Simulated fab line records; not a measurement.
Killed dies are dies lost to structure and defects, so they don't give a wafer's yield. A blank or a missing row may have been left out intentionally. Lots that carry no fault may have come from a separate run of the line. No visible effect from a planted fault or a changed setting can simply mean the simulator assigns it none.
What tool caused it? :: flow gf180mcu :: Sampling: 14 lots, 39 wafers, 5 of 602 route steps

WHAT THE GAUGES SHOWED, per wafer
GF_STI_THK_MEAS_30.
lot: L677
measured: day 2 06:22
on: film-metro-04
STI_OXIDATION_02_THK (nm): 10.10 9.99 9.91

lot: L678
measured: day 2 10:45
on: film-metro-03
STI_OXIDATION_02_THK (nm): 9.69 9.81 9.85

lot: L679
measured: day 2 17:22
on: film-metro-03
STI_OXIDATION_02_THK (nm): 10.00 10.13 10.25

lot: L680
measured: day 2 22:16
on: film-metro-01
STI_OXIDATION_02_THK (nm): 9.85 9.74 9.84

lot: L681
measured: day 3 02:57
on: film-metro-03
STI_OXIDATION_02_THK (nm): 9.92 10.01 10.22

lot: L682
measured: day 3 07:37
on: film-metro-03
STI_OXIDATION_02_THK (nm): 10.00 9.72 9.81

lot: L683
measured: day 3 13:19
on: film-metro-04
STI_OXIDATION_02_THK (nm): 10.35 10.25 10.17

lot: L684
measured: day 3 17:49
on: film-metro-01
STI_OXIDATION_02_THK (nm): 10.25 10.18 10.13

lot: L685
measured: day 3 23:00
on: film-metro-04
STI_OXIDATION_02_THK (nm): 10.15 10.21 10.22

lot: L690
measured: day 5 01:55
on: film-metro-04
STI_OXIDATION_02_THK (nm): 10.20 10.25

lot: L692
measured: day 5 11:44
on: film-metro-04
STI_OXIDATION_02_THK (nm): 9.91 10.09

lot: L693
measured: day 5 16:55
on: film-metro-04
STI_OXIDATION_02_THK (nm): 10.10 10.18

lot: L700
measured: day 7 07:59
on: film-metro-01
STI_OXIDATION_02_THK (nm): 9.90 9.99 9.98

lot: L699
measured: day 7 08:01
on: film-metro-03
STI_OXIDATION_02_THK (nm): 9.93 10.09 10.19

GF_POLY_GATE_OVL_MEAS_11.
lot: L677
measured: day 9 03:13
on: overlay-01
POLY_GATE_OVL (nm): 3 6 -10

lot: L678
measured: day 9 14:02
on: overlay-01
POLY_GATE_OVL (nm): 7 -6 -2

lot: L679
measured: day 9 20:15
on: overlay-02
POLY_GATE_OVL (nm): -7 1 0

lot: L680
measured: day 10 01:15
on: overlay-02
POLY_GATE_OVL (nm): -3 -11 0

lot: L681
measured: day 10 06:10
on: overlay-01
POLY_GATE_OVL (nm): 0 -5 -7

lot: L682
measured: day 10 11:46
on: overlay-02
POLY_GATE_OVL (nm): -5 2 6

lot: L683
measured: day 10 19:19
on: overlay-01
POLY_GATE_OVL (nm): -9 -13 -7

lot: L684
measured: day 11 00:44
on: overlay-02
POLY_GATE_OVL (nm): 2 5 3

lot: L685
measured: day 11 10:53
on: overlay-02
POLY_GATE_OVL (nm): -3 0 -4

lot: L690
measured: day 12 18:44
on: overlay-01
POLY_GATE_OVL (nm): -4 -3

lot: L692
measured: day 13 12:24
on: overlay-01
POLY_GATE_OVL (nm): 4 -2

lot: L693
measured: day 13 16:57
on: overlay-01
POLY_GATE_OVL (nm): -11 -2

lot: L700
measured: day 16 02:04
on: overlay-01
POLY_GATE_OVL (nm): 0 8 6

lot: L699
measured: day 16 04:53
on: overlay-02
POLY_GATE_OVL (nm): 1 4 5

GF_HV_LDD_OVL_MEAS_32.
lot: L677
measured: day 11 12:15
on: overlay-02
HV_LDD_02_OVL (nm): 0.7 -0.5 -0.5

lot: L678
measured: day 11 21:51
on: overlay-02
HV_LDD_02_OVL (nm): -0.1 -0.5 0.7

lot: L679
measured: day 12 04:30
on: overlay-01
HV_LDD_02_OVL (nm): -3.0 -2.9 -3.4

lot: L680
measured: day 12 12:06
on: overlay-01
HV_LDD_02_OVL (nm): 0.0 1.0 0.0

lot: L681
measured: day 12 16:22
on: overlay-01
HV_LDD_02_OVL (nm): 1.1 0.9 -0.2

lot: L682
measured: day 12 22:22
on: overlay-02
HV_LDD_02_OVL (nm): 1.6 0.7 2.2

lot: L683
measured: day 13 06:17
on: overlay-02
HV_LDD_02_OVL (nm): 2.2 1.6 2.1

lot: L684
measured: day 13 15:54
on: overlay-02
HV_LDD_02_OVL (nm): 0.6 2.4 2.3

lot: L685
measured: day 13 22:54
on: overlay-01
HV_LDD_02_OVL (nm): -2.3 0.0 -2.4

lot: L692
measured: day 16 05:47
on: overlay-02
HV_LDD_02_OVL (nm): 0.9

lot: L693
measured: day 16 10:13
on: overlay-01
HV_LDD_02_OVL (nm): -2.2 -2.4

lot: L700
measured: day 19 01:11
on: overlay-02
HV_LDD_02_OVL (nm): -1.7 -2.5 -0.9

lot: L699
measured: day 19 05:55
on: overlay-01
HV_LDD_02_OVL (nm): -1.6 -1.4 -1.9

WHICH TOOL RAN EACH LOT (tool, then ch and the chambers of the sampled wafers, then the start)
lot: L677
GF_POLY_GATE_ETCH_13: rie-si-02 ch 0,1,2, day 9 03:19
GF_POLY_GATE_STRIP_14: plasma-asher-02 ch 0,1, day 9 03:22

lot: L678
GF_POLY_GATE_ETCH_13: rie-si-02 ch 0,2, day 9 14:07
GF_POLY_GATE_STRIP_14: plasma-asher-02 ch 0,1, day 9 14:10

lot: L679
GF_POLY_GATE_ETCH_13: rie-si-02 ch 1,2,3, day 9 20:20
GF_POLY_GATE_STRIP_14: plasma-asher-03 ch 0,1, day 9 20:23

lot: L680
GF_POLY_GATE_ETCH_13: rie-si-02 ch 1,2,3, day 10 01:20
GF_POLY_GATE_STRIP_14: plasma-asher-04 ch 0,1, day 10 01:23

lot: L681
GF_POLY_GATE_ETCH_13: rie-si-02 ch 1,2,3, day 10 06:16
GF_POLY_GATE_STRIP_14: plasma-asher-02 ch 0,1, day 10 06:19

lot: L682
GF_POLY_GATE_ETCH_13: rie-si-02 ch 0,2,3, day 10 11:52
GF_POLY_GATE_STRIP_14: plasma-asher-03 ch 0, day 10 11:55

lot: L683
GF_POLY_GATE_ETCH_13: rie-si-02 ch 2,3, day 10 19:23
GF_POLY_GATE_STRIP_14: plasma-asher-03 ch 0,1, day 10 19:28

lot: L684
GF_POLY_GATE_ETCH_13: rie-si-02 ch 0,1,2, day 11 00:49
GF_POLY_GATE_STRIP_14: plasma-asher-02 ch 0,1, day 11 00:52

lot: L685
GF_POLY_GATE_ETCH_13: rie-si-01 ch 1,2, day 11 10:58
GF_POLY_GATE_STRIP_14: plasma-asher-03 ch 0,1, day 11 11:01

lot: L690
GF_POLY_GATE_ETCH_13: rie-si-02 ch 1,2, day 12 18:49
GF_POLY_GATE_STRIP_14: plasma-asher-04 ch 0, day 12 18:52

lot: L692
GF_POLY_GATE_ETCH_13: rie-si-02 ch 2, day 13 12:29
GF_POLY_GATE_STRIP_14: plasma-asher-02 ch 1, day 13 12:32

lot: L693
GF_POLY_GATE_ETCH_13: rie-si-02 ch 0,2, day 13 17:02
GF_POLY_GATE_STRIP_14: plasma-asher-03 ch 0, day 13 17:05

lot: L700
GF_POLY_GATE_ETCH_13: rie-si-01 ch 1,3, day 16 02:09
GF_POLY_GATE_STRIP_14: plasma-asher-03 ch 0,1, day 16 02:13

lot: L699
GF_POLY_GATE_ETCH_13: rie-si-02 ch 0,3, day 16 04:57
GF_POLY_GATE_STRIP_14: plasma-asher-02 ch 0,1, day 16 05:02
- GF_POLY_GATE_ETCH_13: etches poly-Si in HBr/Cl2, stops on SiO2, target depth 198.5 nm, time 69.6 s.
- GF_POLY_GATE_STRIP_14: strips in O2/N2.

AS READ BY THE TOOLS THEMSELVES (means over the sampled wafers that have a number; for cases with no such wafer, the mark the record gives instead)
GF_POLY_GATE_ETCH_13.
lot: L677
tool: rie-si-02
drypump-motor-current-A (A): 5.3
oes-product-au (a.u.): 0.978
throttle-valve-pct (%): 33.686

lot: L678
tool: rie-si-02
drypump-motor-current-A (A): 5.2
oes-product-au (a.u.): 0.985
throttle-valve-pct (%): 33.683

lot: L679
tool: rie-si-02
drypump-motor-current-A (A): 5.8
oes-product-au (a.u.): 0.978
throttle-valve-pct (%): 33.686

lot: L680
tool: rie-si-02
drypump-motor-current-A (A): 5.8
oes-product-au (a.u.): 0.987
throttle-valve-pct (%): 33.683

lot: L681
tool: rie-si-02
drypump-motor-current-A (A): 5.8
oes-product-au (a.u.): 0.975
throttle-valve-pct (%): 33.691

lot: L682
tool: rie-si-02
drypump-motor-current-A (A): 5.7
oes-product-au (a.u.): 0.983
throttle-valve-pct (%): 33.684

lot: L683
tool: rie-si-02
drypump-motor-current-A (A): 5.7
oes-product-au (a.u.): 0.983
throttle-valve-pct (%): 33.682

lot: L684
tool: rie-si-02
drypump-motor-current-A (A): 5.3
oes-product-au (a.u.): 0.989
throttle-valve-pct (%): 33.684

lot: L685
tool: rie-si-01
drypump-motor-current-A (A): 5.5
oes-product-au (a.u.): 0.985
throttle-valve-pct (%): 33.687

lot: L690
tool: rie-si-02
drypump-motor-current-A (A): 5.3
oes-product-au (a.u.): 0.797
throttle-valve-pct (%): 33.683

lot: L692
tool: rie-si-02
drypump-motor-current-A (A): 5.2
oes-product-au (a.u.): 0.883
throttle-valve-pct (%): 33.684

lot: L693
tool: rie-si-02
drypump-motor-current-A (A): 5.2
oes-product-au (a.u.): 0.895
throttle-valve-pct (%): 33.672

lot: L700
tool: rie-si-01
drypump-motor-current-A (A): 5.1
oes-product-au (a.u.): 0.996
throttle-valve-pct (%): 33.687

lot: L699
tool: rie-si-02
drypump-motor-current-A (A): 6.2
oes-product-au (a.u.): 0.992
throttle-valve-pct (%): 33.681

GF_POLY_GATE_STRIP_14.
lot: L677
tool: plasma-asher-02
drypump-motor-current-A (A): 6.2
heater-power-w (W): 308
oes-product-au (a.u.): 0.508
platen-temp-c (C): 250.09

lot: L678
tool: plasma-asher-02
drypump-motor-current-A (A): 5.7
heater-power-w (W): 311
oes-product-au (a.u.): 0.502
platen-temp-c (C): 249.67

lot: L679
tool: plasma-asher-03
drypump-motor-current-A (A): 5.3
heater-power-w (W): 308
oes-product-au (a.u.): 0.505
platen-temp-c (C): 249.86

lot: L680
tool: plasma-asher-04
drypump-motor-current-A (A): 5.9
heater-power-w (W): 320
oes-product-au (a.u.): 0.503
platen-temp-c (C): 250.14

lot: L681
tool: plasma-asher-02
drypump-motor-current-A (A): 5.7
heater-power-w (W): 315
oes-product-au (a.u.): 0.506
platen-temp-c (C): 250.19

lot: L682
tool: plasma-asher-03
drypump-motor-current-A (A): 5.8
heater-power-w (W): 344
oes-product-au (a.u.): 0.507
platen-temp-c (C): 250.10

lot: L683
tool: plasma-asher-03
drypump-motor-current-A (A): 5.5
heater-power-w (W): 323
oes-product-au (a.u.): 0.500
platen-temp-c (C): 250.12

lot: L684
tool: plasma-asher-02
drypump-motor-current-A (A): 5.7
heater-power-w (W): 315
oes-product-au (a.u.): 0.505
platen-temp-c (C): 249.89

lot: L685
tool: plasma-asher-03
drypump-motor-current-A (A): 5.3
heater-power-w (W): 309
oes-product-au (a.u.): 0.509
platen-temp-c (C): 249.79

lot: L690
tool: plasma-asher-04
drypump-motor-current-A (A): 5.8
heater-power-w (W): 308
oes-product-au (a.u.): 0.522
platen-temp-c (C): 250.17

lot: L692
tool: plasma-asher-02
drypump-motor-current-A (A): 6.6
heater-power-w (W): 299
oes-product-au (a.u.): 0.516
platen-temp-c (C): 250.03

lot: L693
tool: plasma-asher-03
drypump-motor-current-A (A): 5.8
heater-power-w (W): 353
oes-product-au (a.u.): 0.514
platen-temp-c (C): 250.09

lot: L700
tool: plasma-asher-03
drypump-motor-current-A (A): 5.3
heater-power-w (W): 306
oes-product-au (a.u.): 0.505
platen-temp-c (C): 250.03

lot: L699
tool: plasma-asher-02
drypump-motor-current-A (A): 5.7
heater-power-w (W): 311
oes-product-au (a.u.): 0.503
platen-temp-c (C): 250.12

THE ANSWER, worked out from the rows above alone
Rule: the lots themselves supply what counts as usual. Put in order of their means at a reading, lots are off if they are a third of the lots or fewer, leave a main group of 4 or more, and stand apart from it by a gap of 3 or more times the standard deviation of the main group's means; of several such gaps the widest counts. If all means in a main group match to the digits the tables above print for the reading, that group is not used. Also off: a lot with no number at a reading for which 4 or more lots have one. Any other lot the step has rows for is counted as sound. First the gauges in route order, then the tools' own readings, where a lot's mean is used as printed above. The first step at which some lot is off is used, and at that step the reading that is off furthest; a lot without a number counts as furthest.
Off at GF_POLY_GATE_ETCH_13 (oes-product-au): L690, L692, L693. The main group: mean 0.985 a.u., standard deviation 0.006.
A tool fits if, at that step or a process step before it, it ran every lot that is off, and no sound lot after the first of them. None of those tried fits.

WHAT WAS PUT IN BY THE SIMULATOR
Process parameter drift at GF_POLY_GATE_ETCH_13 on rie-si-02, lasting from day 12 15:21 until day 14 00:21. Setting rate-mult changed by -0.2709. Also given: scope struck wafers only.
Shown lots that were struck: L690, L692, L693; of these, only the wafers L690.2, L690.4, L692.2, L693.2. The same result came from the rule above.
